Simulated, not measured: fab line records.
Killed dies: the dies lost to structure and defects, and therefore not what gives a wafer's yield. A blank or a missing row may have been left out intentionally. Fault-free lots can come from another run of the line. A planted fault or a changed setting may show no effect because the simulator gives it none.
Problem report in the 8D (eight disciplines) form, filled by code | flow gf180mcu | the parts of the form that need people (team, actions taken, sign-off) are left out

## 1. WHAT WENT WRONG
MIM_ALCU_RS at GF_MIM_RS_MEAS_10 reads a mean of 0.1838 ohm/sq on 1 wafer of 1 lot; wafers without a fault read 0.1597 ohm/sq with a standard deviation of 0.0018. Relative to the usual mean, that is a shift of +13 standard deviations.
The step: measures by four-point-probe.
First observed at day 28 21:44: wafer L763.1, on film_metro-04. At this step, 30 wafers from 10 lots have a number in the record. Rule for "out" (also "out of limits"): further than 4 standard deviations from the usual mean. Any other wafer with a number is counted as sound.

## 2. WHAT THIS IS AND IS NOT
question                    | is                | is not
which readings at this step | MIM_ALCU_RS       | -
which lots                  | L763              | L754, L756, L757, L758, L760, L767, L770, L772, L773
which wafers of those lots  | L763.1            | L763.4, L763.6
read on which gauges        | film_metro-04     | film_metro-03
when                        | from day 28 21:44 | up to then (17 sound wafers); but 12 sound wafers of L767, L770, L772, L773 came after

## 3. SUSPECTS, AND WHAT RULES EACH OUT
Counting: any tool at a process step up to the reading remains a suspect provided it ran every lot that is out. Sound lots after the first of them don't rule it out here, since some wafers of a struck lot are sound.
- the gauge at GF_MIM_RS_MEAS_10 has been ruled out. All the wafers that are out were read on film_metro-04, but those of them that GF_MIM_SPUTTER_08 has rows for are out there too, on other tools.
- pvd_sputter-02 at GF_MIM_SPUTTER_00 (material Ti, target thk 37.5 nm, time 150 s): kept. It ran the lot that is out, L763 (day 28 21:19); its last sound lot up to then is L758 (day 27 09:30).
- pvd_sputter-02 at GF_MIM_SPUTTER_02 (material AlCu, target thk 450 nm, time 23.9 s): kept. It ran the lot that is out, L763 (day 28 21:27); its last sound lot up to then is L758 (day 27 09:38).
- pvd_sputter-03 at GF_MIM_SPUTTER_08 (material AlCu, target thk 200 nm, time 10.6 s): kept. It ran the lot that is out, L763 (day 28 21:41); its last sound lot up to then is L758 (day 27 09:52). Its own chamber_pressure_pa, throttle_valve_pct readings are out on those wafers.
pvd_sputter-02 at GF_MIM_SPUTTER_00, pvd_sputter-02 at GF_MIM_SPUTTER_02 and pvd_sputter-03 at GF_MIM_SPUTTER_08 are what is left after counting.

## 4. THE CAUSE (what the simulator had put in)
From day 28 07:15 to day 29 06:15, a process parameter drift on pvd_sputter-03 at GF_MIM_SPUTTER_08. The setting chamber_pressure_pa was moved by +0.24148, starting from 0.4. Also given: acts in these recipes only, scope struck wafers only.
This tool is one of the 3 suspects left after counting.

## 5. THE EFFECT CHAIN, in route order
Each row: a reading whose mean over the struck wafers that have a number lies more than 3 standard deviations from the usual. Only readings for which the record gives a usual standard deviation are gone through. hours: the time from each lot's start at the first step in this table that gives one to its start at this step, as a median over the lots. sigmas: the change in usual standard deviations.
hours | step                 | reading             | usual         | on struck wafers | change  | sigmas
0     | GF_MIM_SPUTTER_08    | chamber_pressure_pa | 0.4001 Pa     | 0.6403           | +0.2402 | +99 or more
0     | GF_MIM_SPUTTER_08    | throttle_valve_pct  | 30.7 %        | 23.6             | -7.1    | -8.6
0     | GF_MIM_RS_MEAS_10    | MIM_ALCU_RS         | 0.1597 ohm/sq | 0.1838           | +0.0241 | +13
0     | GF_MIM_THK_MEAS_11   | MIM_ALCU_THK        | 199.2 nm      | 176.8            | -22.4   | -10
19    | GF_MIM_METAL_ETCH_19 | oes_product_au      | 0.943 a.u.    | 0.898            | -0.045  | -7.1
19    | GF_MIM_METAL_ETCH_19 | throttle_valve_pct  | 28.282 %      | 28.331           | +0.049  | +4.5
It contains these process steps:
- GF_MIM_SPUTTER_08: material AlCu, target thk 200 nm, time 10.6 s.
- GF_MIM_METAL_ETCH_19: etches the open film in Cl2/BCl3, stops on Si3N4, target depth 324.5 nm, time 54.1 s.

## 6. HOW IT WOULD HAVE BEEN CAUGHT EARLIER
14 hours passed between the start of the fault at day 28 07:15 and the first reading out of limits at a measuring or inspecting step in this record, taken at day 28 21:44.
The tool's own readings at GF_MIM_SPUTTER_08 were out on every struck wafer that the step has a row for (chamber_pressure_pa, throttle_valve_pct): an alarm limit on them would have fired on the first of those.
The start of GF_MIM_SPUTTER_08 on pvd_sputter-03 came by day 28 21:44 for every one of the lots that are out (1). Holding the tool at that point would not have protected any of them.
